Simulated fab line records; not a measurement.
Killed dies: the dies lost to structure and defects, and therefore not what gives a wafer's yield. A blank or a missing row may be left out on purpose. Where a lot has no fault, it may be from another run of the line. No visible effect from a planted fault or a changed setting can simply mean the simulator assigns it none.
A single fault, viewed from 2 desks || flow sky130 || each desk holds nothing but its own numbers, with what lay behind them at the end

== METROLOGY DESK ==
What the gauges read, lot by lot, whatever tool the lot ran on: means of the sampled wafers that have a number. The brackets show how far a lot's mean lies from the usual mean; more than 4 standard deviations puts the lot out of limits, marked OUT.
Columns: A = VIA3_HDPCVD_THK at SKY_VIA3_THK_MEAS_01, usual 1644 nm
{"lot": "L746", "first seen here": "day 38 16:52", "A": 1638}
{"lot": "L747", "first seen here": "day 38 20:50", "A": 1635}
{"lot": "L749", "first seen here": "day 39 09:30", "A": 1650}
{"lot": "L751", "first seen here": "day 40 19:50", "A": 1674}
{"lot": "L752", "first seen here": "day 41 07:22", "A": 1590}
{"lot": "L753", "first seen here": "day 41 11:09", "A": 1601}
{"lot": "L757", "first seen here": "day 42 04:55", "A": 1621}
{"lot": "L761", "first seen here": "day 43 01:25", "A": 1643}
{"lot": "L763", "first seen here": "day 43 07:58", "A": 1617}
{"lot": "L765", "first seen here": "day 44 05:29", "A": 1650}
{"lot": "L766", "first seen here": "day 44 17:41", "A": 1630}
{"lot": "L768", "first seen here": "day 44 20:24", "A": 1616}
{"lot": "L767", "first seen here": "day 44 21:49", "A": 1669}
{"lot": "L769", "first seen here": "day 45 04:02", "A": 1636}
This desk's finding: nothing out of limits on any of the 14 lots.

== FOR THE TOOL OWNER'S DESK: hdpcvd-01 ==
The tool's own readings at SKY_VIA3_HDPCVD_00 (deposits SiO2, target thk 1635 nm, time 272.5 s): means of the sampled wafers that have a number, for each lot that ran on this tool. The brackets show how far a lot's mean lies from the usual mean; more than 4 standard deviations puts the lot out of limits, marked OUT.
Columns: A = runLengthS at SKY_VIA3_HDPCVD_00, usual 300.1 s
{"lot": "L746", "first seen here": "day 38 16:41", "A": 300.0}
{"lot": "L747", "first seen here": "day 38 20:40", "A": 300.4}
{"lot": "L749", "first seen here": "day 39 09:20", "A": 299.8}
{"lot": "L751", "first seen here": "day 40 19:38", "A": 300.1}
{"lot": "L752", "first seen here": "day 41 07:12", "A": "289.3 (-31) OUT"}
{"lot": "L753", "first seen here": "day 41 10:59", "A": "289.5 (-30) OUT"}
{"lot": "L765", "first seen here": "day 44 05:19", "A": 300.0}
{"lot": "L767", "first seen here": "day 44 21:38", "A": 299.9}
This desk finds L752, L753 out of limits, L752 being first, at day 41 07:12 (runLengthS at SKY_VIA3_HDPCVD_00). In limits: L746, L747, L749, L751, L765, L767.

== PUT TOGETHER ==
The tool owner's desk had the chance to raise an alarm at day 41 07:12 on L752, L753.
The metrology desk saw nothing out of limits.
The metrology desk has L752, L753 on record, within its limits.
All the named lots went through SKY_VIA3_HDPCVD_00 on hdpcvd-01.

== WHAT THE SIMULATOR HAD PUT IN ==
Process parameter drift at SKY_VIA3_HDPCVD_00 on hdpcvd-01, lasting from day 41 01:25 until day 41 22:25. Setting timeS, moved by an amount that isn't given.
Lots struck among those shown: L752, L753.
Hours from the fault's start to each desk's first reading out of limits: the tool owner's desk, 6.
